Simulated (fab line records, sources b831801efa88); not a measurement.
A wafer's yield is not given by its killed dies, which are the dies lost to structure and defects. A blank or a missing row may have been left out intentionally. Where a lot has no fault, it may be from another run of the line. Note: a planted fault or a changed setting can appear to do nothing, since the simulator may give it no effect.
fab line records | flow gf180mcu
record lots=13 | wafers=39 | last_day=34
route steps=602 shown VT_IMPLANT@108 HV_LDD@212 CONTACT@289
lots that met no fault: from a run of the same line without faults
start_h: hours from the record's first day to the start of the lot's first wafer shown | wait_h: time in hours since the lot's previous step | " as in the row above | L1.1+2: several wafers, shown together as one row | - either no value or no given start | * or withheld: withheld | < > ~ a bound
route shown NAME@n: names a module that has steps shown in the file, with the first one's number in the route | usual: average and standard deviation across the fault-free wafers | same: alike in all rows | chamber/n: place in a boat | sites: the reading at each site | _std_site: the values' standard deviation | _edge_site: the outer-site mean with the inner-site mean subtracted | radius_mm: for every site, how far away it sits from the centre of the wafer | mask NAME#n: copy n | behind: the most recent tool/chamber to have shaped the wafer | hold: what put the lot on hold/how long, in hours/how the hold closed | device: the n, p or np transistor that did not switch | end of line: tests of these same wafers at the route's end | a step without rows: its recipe alone | killed: count of dies lost to structure and defects at first sort (not the wafer's yield) | map: the dies of a wafer, with x for killed, . for not killed, _ for no die there
set.NAME: setting as actually run; set.NAME@STEP: the setting as run at that earlier step | model.NAME: the simulator's own value behind a step, which no gauge read
a sample of lots followed through the steps of the route, with each step as a table and each wafer as a row
services: the hour from which a tool's chamber was out of use, counted from the record's first day as start_h (under 0 if before that day), plus the number of hours and why
## steps
# step GF_VT_IMPLANT_OVL_MEAS_18
# usual VT_IMPLANT_01_OVL=0.4/1.4
lot.wafer | tool       | chamber | start_h | wait_h | VT_IMPLANT_01_OVL[nm]
L514.1    | overlay-01 | -       | 123.77  | 0.1    | 0.4
L514.2    | "          | -       | "       | "      | 2.0
L514.6    | "          | -       | "       | "      | 0.6
L515.4    | overlay-01 | -       | 130.69  | 0.1    | 0.7
L515.5    | "          | -       | "       | "      | 0.8
L515.6    | "          | -       | "       | "      | 2.8
L516.1    | overlay-01 | -       | 137.17  | 0.1    | -1.6
L516.2    | "          | -       | "       | "      | -1.7
L516.5    | "          | -       | "       | "      | 0.0
L518.2    | overlay-02 | -       | 150.38  | 0.1    | 0.5
L518.5    | "          | -       | "       | "      | 0.2
L518.6    | "          | -       | "       | "      | 0.3
L519.2    | overlay-02 | -       | 155.35  | 0.1    | 1.5
L519.3    | "          | -       | "       | "      | -1.1
L519.5    | "          | -       | "       | "      | 0.4
L522.1    | overlay-01 | -       | 178.27  | 0.1    | 0.8
L522.3    | "          | -       | "       | "      | -1.9
L522.4    | "          | -       | "       | "      | 0.0
L523.3    | overlay-02 | -       | 188.98  | 0.1    | 1.7
L523.4    | "          | -       | "       | "      | 2.4
L523.6    | "          | -       | "       | "      | 1.7
L529.2    | overlay-02 | -       | 225.82  | 0.1    | 0.5
L529.3    | "          | -       | "       | "      | 1.6
L529.6    | "          | -       | "       | "      | 1.1
L530.1    | overlay-01 | -       | 230.67  | 0.1    | 1.2
L530.2    | "          | -       | "       | "      | 1.5
L530.3    | "          | -       | "       | "      | 2.7
L531.2    | overlay-01 | -       | 238.12  | 0.1    | 0.2
L531.5    | "          | -       | "       | "      | 2.4
L531.6    | "          | -       | "       | "      | 2.5
L534.1    | overlay-02 | -       | 250.37  | 0.1    | -1.1
L534.2    | "          | -       | "       | "      | -0.4
L534.3    | "          | -       | "       | "      | -1.3
L535.1    | overlay-02 | -       | 265.90  | 0.1    | -0.4
L535.2    | "          | -       | "       | "      | -1.6
L535.6    | "          | -       | "       | "      | -2.7
L537.1    | overlay-01 | -       | 270.25  | 0.1    | -0.4
L537.4    | "          | -       | "       | "      | -1.9
L537.5    | "          | -       | "       | "      | -2.0
# step GF_HV_LDD_IMPLANT_36
# recipe species=P | energy_kev=60 | dose_cm2=7.5e+12 | tilt_deg=30 | rotation_deg=270
lot.wafer  | tool         | chamber | start_h | wait_h
L514.1+2+6 | implanter-01 | 0       | 250.22  | 0.1
L515.4+5+6 | implanter-02 | 0       | 256.55  | 0.1
L516.1+2+5 | implanter-01 | 0       | 268.47  | 0.1
L518.2+5+6 | implanter-01 | 0       | 282.58  | 0.1
L518.2+5+6 | implanter-01 | 0       | 282.89  | 0.3
L519.2+3+5 | implanter-02 | 0       | 290.23  | 0.1
L519.2+3+5 | implanter-02 | 0       | 290.54  | 0.3
L522.1+3+4 | implanter-04 | 0       | 316.72  | 0.1
L522.1+3+4 | implanter-04 | 0       | 317.04  | 0.3
L523.3+4+6 | implanter-01 | 0       | 331.00  | 0.1
L529.2+3+6 | implanter-04 | 0       | 380.20  | 0.1
L530.1+2+3 | implanter-01 | 0       | 385.30  | 0.1
L531.2+5+6 | implanter-04 | 0       | 391.30  | 0.1
L534.1+2+3 | implanter-04 | 0       | 410.05  | 0.1
L535.1+2+6 | implanter-01 | 0       | 427.22  | 0.1
L537.1+4+5 | implanter-01 | 0       | 433.40  | 0.1
# step GF_HV_LDD_TW_MEAS_38
# usual HV_LDD_3_TW=1448/7.8
lot.wafer | tool          | chamber | start_h | wait_h | HV_LDD_3_TW
L514.1    | film_metro-04 | -       | 250.47  | 0.1    | 1436
L514.2    | "             | -       | "       | "      | 1442
L514.6    | "             | -       | "       | "      | 1441
L515.4    | film_metro-04 | -       | 256.75  | 0.1    | 1445
L515.5    | "             | -       | "       | "      | 1448
L515.6    | "             | -       | "       | "      | 1439
L516.1    | film_metro-02 | -       | 268.72  | 0.1    | 1445
L516.2    | "             | -       | "       | "      | 1444
L516.5    | "             | -       | "       | "      | 1449
L518.2    | film_metro-04 | -       | 283.20  | 0.2    | 1552
L518.5    | "             | -       | "       | "      | 1559
L518.6    | "             | -       | "       | "      | 1549
L519.2    | film_metro-04 | -       | 290.78  | 0.1    | 1558
L519.3    | "             | -       | "       | "      | 1563
L519.5    | "             | -       | "       | "      | 1571
L522.1    | film_metro-02 | -       | 317.40  | 0.2    | 1541
L522.3    | "             | -       | "       | "      | 1536
L522.4    | "             | -       | "       | "      | 1545
L523.3    | film_metro-02 | -       | 331.22  | 0.1    | 1436
L523.4    | "             | -       | "       | "      | 1439
L523.6    | "             | -       | "       | "      | 1432
L529.2    | film_metro-03 | -       | 380.43  | 0.1    | 1460
L529.3    | "             | -       | "       | "      | 1455
L529.6    | "             | -       | "       | "      | 1463
L530.1    | film_metro-03 | -       | 385.55  | 0.1    | 1454
L530.2    | "             | -       | "       | "      | 1453
L530.3    | "             | -       | "       | "      | 1458
L531.2    | film_metro-03 | -       | 391.53  | 0.1    | 1455
L531.5    | "             | -       | "       | "      | 1450
L531.6    | "             | -       | "       | "      | 1456
L534.1    | film_metro-03 | -       | 410.30  | 0.1    | 1452
L534.2    | "             | -       | "       | "      | 1446
L534.3    | "             | -       | "       | "      | 1456
L535.1    | film_metro-04 | -       | 427.47  | 0.1    | 1451
L535.2    | "             | -       | "       | "      | 1449
L535.6    | "             | -       | "       | "      | 1444
L537.1    | film_metro-03 | -       | 433.65  | 0.1    | 1449
L537.4    | "             | -       | "       | "      | 1449
L537.5    | "             | -       | "       | "      | 1455
# step GF_HV_LDD_RS_MEAS_53
# recipe thk_meas_gauge=four-point-probe
# usual HV_LDD_RS=418.6/1
lot.wafer | tool          | chamber | start_h | wait_h | HV_LDD_RS[ohm/sq]
L514.1    | film_metro-02 | -       | 270.60  | 0.1    | 419.1
L514.2    | "             | -       | "       | "      | 417.7
L514.6    | "             | -       | "       | "      | 418.4
L515.4    | film_metro-02 | -       | 276.44  | 0.1    | 419.1
L515.5    | "             | -       | "       | "      | 420.5
L515.6    | "             | -       | "       | "      | 419.4
L516.1    | film_metro-02 | -       | 288.93  | 0.1    | 418.5
L516.2    | "             | -       | "       | "      | 419.5
L516.5    | "             | -       | "       | "      | 419.0
L518.2    | film_metro-03 | -       | 302.57  | 0.1    | 398.8
L518.5    | "             | -       | "       | "      | 398.5
L518.6    | "             | -       | "       | "      | 399.0
L519.2    | film_metro-04 | -       | 311.07  | 0.1    | 399.2
L519.3    | "             | -       | "       | "      | 399.1
L519.5    | "             | -       | "       | "      | 397.9
L522.1    | film_metro-02 | -       | 339.08  | 0.1    | 399.8
L522.3    | "             | -       | "       | "      | 399.3
L522.4    | "             | -       | "       | "      | 398.7
L523.3    | film_metro-03 | -       | 352.52  | 0.1    | 418.1
L523.4    | "             | -       | "       | "      | 418.6
L523.6    | "             | -       | "       | "      | 419.5
L529.2    | film_metro-03 | -       | 403.92  | 0.1    | 418.7
L529.3    | "             | -       | "       | "      | 418.2
L529.6    | "             | -       | "       | "      | 417.8
L530.1    | film_metro-03 | -       | 409.38  | 0.1    | 417.5
L530.2    | "             | -       | "       | "      | 418.3
L530.3    | "             | -       | "       | "      | 418.6
L531.2    | film_metro-04 | -       | 415.38  | 0.1    | 418.9
L531.5    | "             | -       | "       | "      | 419.2
L531.6    | "             | -       | "       | "      | 418.8
L534.1    | film_metro-02 | -       | 434.33  | 0.1    | 420.8
L534.2    | "             | -       | "       | "      | 419.7
L534.3    | "             | -       | "       | "      | 420.5
L535.1    | film_metro-03 | -       | 452.13  | 0.1    | 418.6
L535.2    | "             | -       | "       | "      | 417.7
L535.6    | "             | -       | "       | "      | 417.9
L537.1    | film_metro-03 | -       | 458.18  | 0.1    | 416.3
L537.4    | "             | -       | "       | "      | 417.5
L537.5    | "             | -       | "       | "      | 417.0
# step GF_CONTACT_CVD_02
# recipe material=SiO2 | target_thk_nm=860 | precursor=TEOS | temp_c=400 | time_s=95.992 | rf_w=600
# usual heater_power_w=666/94
lot.wafer | tool     | chamber | start_h | wait_h | heater_power_w
L514.1    | pecvd-02 | 0       | 338.33  | 0.1    | 741
L514.2    | "        | 2       | "       | "      | 582
L514.6    | "        | 2       | "       | "      | 459
L515.4    | pecvd-02 | 1       | 342.70  | 0.1    | 758
L515.5    | "        | 0       | "       | "      | 728
L515.6    | "        | 2       | "       | "      | 616
L516.1    | pecvd-03 | 0       | 356.87  | 0.1    | 829
L516.2    | "        | 1       | "       | "      | 849
L516.5    | "        | 1       | "       | "      | 701
L518.2    | pecvd-04 | 2       | 372.18  | 0.0    | 717
L518.5    | "        | 2       | "       | "      | 760
L518.6    | "        | 0       | "       | "      | 503
L519.2    | pecvd-02 | 0       | 381.14  | 0.0    | 645
L519.3    | "        | 1       | "       | "      | 654
L519.5    | "        | 1       | "       | "      | 692
L522.1    | pecvd-02 | 2       | 412.05  | 0.1    | 590
L522.3    | "        | 1       | "       | "      | 710
L522.4    | "        | 0       | "       | "      | 778
L523.3    | pecvd-03 | 2       | 425.19  | 0.0    | 579
L523.4    | "        | 1       | "       | "      | 704
L523.6    | "        | 2       | "       | "      | 628
L529.2    | pecvd-02 | 1       | 482.42  | 0.0    | 658
L529.3    | "        | 2       | "       | "      | 552
L529.6    | "        | 0       | "       | "      | 726
L530.1    | pecvd-04 | 2       | 487.42  | 0.1    | 718
L530.2    | "        | 0       | "       | "      | 541
L530.3    | "        | 1       | "       | "      | 612
L531.2    | pecvd-03 | 1       | 492.02  | 0.0    | 839
L531.5    | "        | 2       | "       | "      | 594
L531.6    | "        | 1       | "       | "      | 682
L534.1    | pecvd-04 | 2       | 511.84  | 0.1    | 743
L534.2    | "        | 0       | "       | "      | 614
L534.3    | "        | 1       | "       | "      | 724
L535.1    | pecvd-04 | 2       | 527.44  | 0.1    | 725
L535.2    | "        | 1       | "       | "      | 734
L535.6    | "        | 0       | "       | "      | 626
L537.1    | pecvd-03 | 0       | 533.97  | 0.1    | 711
L537.4    | "        | 2       | "       | "      | 530
L537.5    | "        | 1       | "       | "      | 717
# step GF_CONTACT_ETCH_17
# recipe chemistry=C4F8/O2/Ar | mask_material=KrF | target=SiO2 | stop_on=CoSi2 | source_w=1500 | bias_w=1200 | pressure_mtorr=40 | c4f8_flow_sccm=withheld | O2_flow_sccm=6 | Ar_flow_sccm=300 | time_s=withheld | target_depth_a=8600
# usual oes_product_au=0.816/0.0052
lot.wafer | tool        | chamber | start_h | wait_h | oes_product_au
L514.1    | rie_diel-01 | 2       | -       | -      | 0.811
L514.2    | "           | 3       | "       | "      | 0.814
L514.6    | "           | 1       | "       | "      | 0.816
L515.4    | rie_diel-02 | 0       | -       | -      | 0.804
L515.5    | "           | 0       | "       | "      | 0.824
L515.6    | "           | 1       | "       | "      | 0.806
L516.1    | rie_diel-01 | 3       | -       | -      | 0.815
L516.2    | "           | 1       | "       | "      | 0.808
L516.5    | "           | 2       | "       | "      | 0.821
L518.2    | rie_diel-02 | 1       | -       | -      | 0.819
L518.5    | "           | 1       | "       | "      | 0.815
L518.6    | "           | 2       | "       | "      | 0.817
L519.2    | rie_diel-01 | 3       | -       | -      | 0.823
L519.3    | "           | 1       | "       | "      | 0.815
L519.5    | "           | 1       | "       | "      | 0.819
L522.1    | rie_diel-01 | 3       | -       | -      | 0.807
L522.3    | "           | 0       | "       | "      | 0.823
L522.4    | "           | 2       | "       | "      | 0.820
L523.3    | rie_diel-03 | 1       | -       | -      | 0.814
L523.4    | "           | 2       | "       | "      | 0.820
L523.6    | "           | 0       | "       | "      | 0.816
L529.2    | rie_diel-02 | 3       | -       | -      | 0.821
L529.3    | "           | 1       | "       | "      | 0.827
L529.6    | "           | 2       | "       | "      | 0.819
L530.1    | rie_diel-03 | 2       | -       | -      | 0.808
L530.2    | "           | 0       | "       | "      | 0.816
L530.3    | "           | 1       | "       | "      | 0.821
L531.2    | rie_diel-03 | 2       | -       | -      | 0.825
L531.5    | "           | 2       | "       | "      | 0.813
L531.6    | "           | 0       | "       | "      | 0.828
L534.1    | rie_diel-02 | 3       | -       | -      | 0.820
L534.2    | "           | 2       | "       | "      | 0.811
L534.3    | "           | 1       | "       | "      | 0.818
L535.1    | rie_diel-02 | 3       | -       | -      | 0.808
L535.2    | "           | 2       | "       | "      | 0.820
L535.6    | "           | 0       | "       | "      | 0.815
L537.1    | rie_diel-03 | 0       | -       | -      | 0.822
L537.4    | "           | 2       | "       | "      | 0.819
L537.5    | "           | 3       | "       | "      | 0.820
## services
tool         | chamber | start_h | hours | kind
rie_diel-01  | 1       | 233.94  | 5.6   | repair
pecvd-02     | -       | 237.96  | 0.6   | repair
pecvd-03     | 1       | 238.57  | 14.5  | repair
rie_diel-02  | 1       | 242.00  | 17.4  | repair
pecvd-04     | -       | 274.63  | 1.3   | repair
rie_diel-02  | 2       | 278.53  | 5.6   | repair
pecvd-04     | 2       | 306.03  | 6.5   | repair
rie_diel-01  | 1       | 311.34  | 19.5  | repair
implanter-04 | -       | 320.20  | 15.6  | pm
implanter-01 | -       | 331.91  | 0.9   | repair
pecvd-03     | -       | 334.03  | 2.8   | pm
rie_diel-02  | 2       | 336.22  | 2.8   | repair
pecvd-04     | -       | 350.58  | 0.7   | repair
pecvd-03     | -       | 361.36  | 0.6   | repair
rie_diel-01  | -       | 365.17  | 0.5   | repair
implanter-01 | -       | 378.98  | 5.6   | repair
implanter-04 | -       | 380.79  | 2.4   | pm
rie_diel-02  | -       | 399.04  | 14.6  | pm
pecvd-02     | -       | 408.22  | 1.0   | repair
pecvd-02     | -       | 444.16  | 1.7   | repair
pecvd-02     | -       | 487.11  | 1.0   | repair
pecvd-02     | -       | 504.16  | 0.6   | repair
rie_diel-02  | 0       | 535.37  | 1.3   | repair
pecvd-02     | -       | 547.11  | 2.8   | pm
## key
first_sign step=GF_HV_LDD_IMPLANT_36 | reading=visit | direction=added
effect step=GF_HV_LDD_TW_MEAS_38 | reading=HV_LDD_3_TW | direction=up | sigmas=13 | usual=1448 | struck=1553
effect step=GF_HV_LDD_RS_MEAS_53 | reading=HV_LDD_RS | direction=down | sigmas=19 | usual=418.6 | struck=398.9
met_at GF_HV_LDD_IMPLANT_36
struck_lots L518,L519,L522
tester_left_out L518,L519,L522
not_acting_at GF_VT_IMPLANT_OVL_MEAS_18,GF_CONTACT_CVD_02,GF_CONTACT_ETCH_17
fault kind=repeated_step_whole | tool=implanter-01,implanter-02,implanter-04 | chamber=- | onset_h=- | steps=GF_HV_LDD_IMPLANT_36 | times=1 | scope=struck_lots_only
# tester_left_out: of these lots the tester's yield and bins aren't shown, on N5 and GAA mostly nor the transistor test; their killed dies are dies lost to structure and defects alone, not to doping, threshold or leakage, so they don't give the yield
